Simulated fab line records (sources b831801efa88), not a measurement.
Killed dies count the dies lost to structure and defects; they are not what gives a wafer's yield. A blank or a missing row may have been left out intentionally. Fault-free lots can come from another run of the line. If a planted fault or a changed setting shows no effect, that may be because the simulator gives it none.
Which tool is to blame? -- flow sky130 -- 39 wafers from 13 lots sampled at 2 of the route's 708 steps

== WHAT THE GAUGES READ, wafer by wafer ==
SKY_LI_CONTACT_CD_MEAS_12: target cd 170 nm.
lot,measured,on,cd nm (nm)
L587,day 30 02:43,cd sem-01,167.7 168.5 167.2
L588,day 30 14:11,cd sem-02,169.3 168.4 168.5
L590,day 31 02:50,cd sem-01,171.2 172.8 171.8
L591,day 31 15:30,cd sem-01,170.0 170.4 169.4
L592,day 31 20:07,cd sem-01,171.7 171.3 172.6
L593,day 31 23:45,cd sem-02,167.7 168.7 169.0
L594,day 32 09:35,cd sem-01,166.2 167.1 166.8
L595,day 32 22:24,cd sem-02,171.4 170.6 169.2
L597,day 33 09:04,cd sem-01,134.4 135.5 134.0
L599,day 34 01:02,cd sem-01,167.7 168.7 168.3
L606,day 36 18:20,cd sem-02,169.7 170.3 170.1
L608,day 36 20:37,cd sem-01,172.3 172.0 173.4
L609,day 37 05:23,cd sem-02,171.7 171.8 171.8

== WHICH TOOL RAN EACH LOT (tool, then ch and the chambers of the sampled wafers, then the start) ==
lot,SKY_LI_CONTACT_EXPOSE_09
L587,"krf scanner-02 ch 0, day 29 12:08"
L588,"krf scanner-02 ch 0, day 29 23:59"
L590,"krf scanner-02 ch 0, day 30 12:47"
L591,"krf scanner-02 ch 0, day 31 01:18"
L592,"krf scanner-02 ch 0, day 31 06:25"
L593,"krf scanner-01 ch 0, day 31 10:34"
L594,"krf scanner-02 ch 0, day 31 20:44"
L595,"krf scanner-01 ch 0, day 32 07:56"
L597,"krf scanner-01 ch 0, day 32 20:05"
L599,"krf scanner-01 ch 0, day 33 11:24"
L606,"krf scanner-01 ch 0, day 36 05:14"
L608,"krf scanner-01 ch 0, day 36 07:28"
L609,"krf scanner-01 ch 0, day 36 16:28"
- SKY_LI_CONTACT_EXPOSE_09: exposes mask LICM1, target cd 170 nm.

== WHAT THE TOOLS THEMSELVES READ (means of the sampled wafers that have a number; where no wafer has one, the mark that the record gives instead) ==
SKY_LI_CONTACT_EXPOSE_09.
lot,tool,focus offset nm (nm)
L587,krf scanner-02,0.6
L588,krf scanner-02,0.2
L590,krf scanner-02,-0.2
L591,krf scanner-02,-1.0
L592,krf scanner-02,0.3
L593,krf scanner-01,0.1
L594,krf scanner-02,-0.6
L595,krf scanner-01,0.3
L597,krf scanner-01,0.5
L599,krf scanner-01,0.6
L606,krf scanner-01,0.6
L608,krf scanner-01,-0.1
L609,krf scanner-01,-0.5

== THE ANSWER, worked out from the rows above alone ==
Rule: usual is defined by the lots themselves. The widest of any qualifying gaps counts: lots, ordered by their means at a reading, are off when they make up no more than a third of the lots, leave a main group of 4 or more, and stand apart from it by 3 or more times the standard deviation of that group's means. Not used: any main group whose means are identical at the precision the tables above print for the reading. A lot without any number at a reading at which 4 lots or more have one is off too. Where the step has rows for the other lots, those lots are counted as sound. After the gauges, taken in route order, come the tools' own readings; for these a lot's mean is taken, as printed above. The first step at which some lot is off is used, and at that step the reading that is off furthest; a lot without a number counts as furthest.
Off: L597, at SKY_LI_CONTACT_CD_MEAS_12 (cd nm). Mean 169.9 nm and standard deviation 1.8 in the main group.
If a tool, at a process step before that reading, ran all the lots that are off and no sound lot after the first of them, it fits. The gauges at SKY_LI_CONTACT_CD_MEAS_12 are tried like those tools. Of those tried, none fits.

== WHAT THE SIMULATOR PUT IN ==
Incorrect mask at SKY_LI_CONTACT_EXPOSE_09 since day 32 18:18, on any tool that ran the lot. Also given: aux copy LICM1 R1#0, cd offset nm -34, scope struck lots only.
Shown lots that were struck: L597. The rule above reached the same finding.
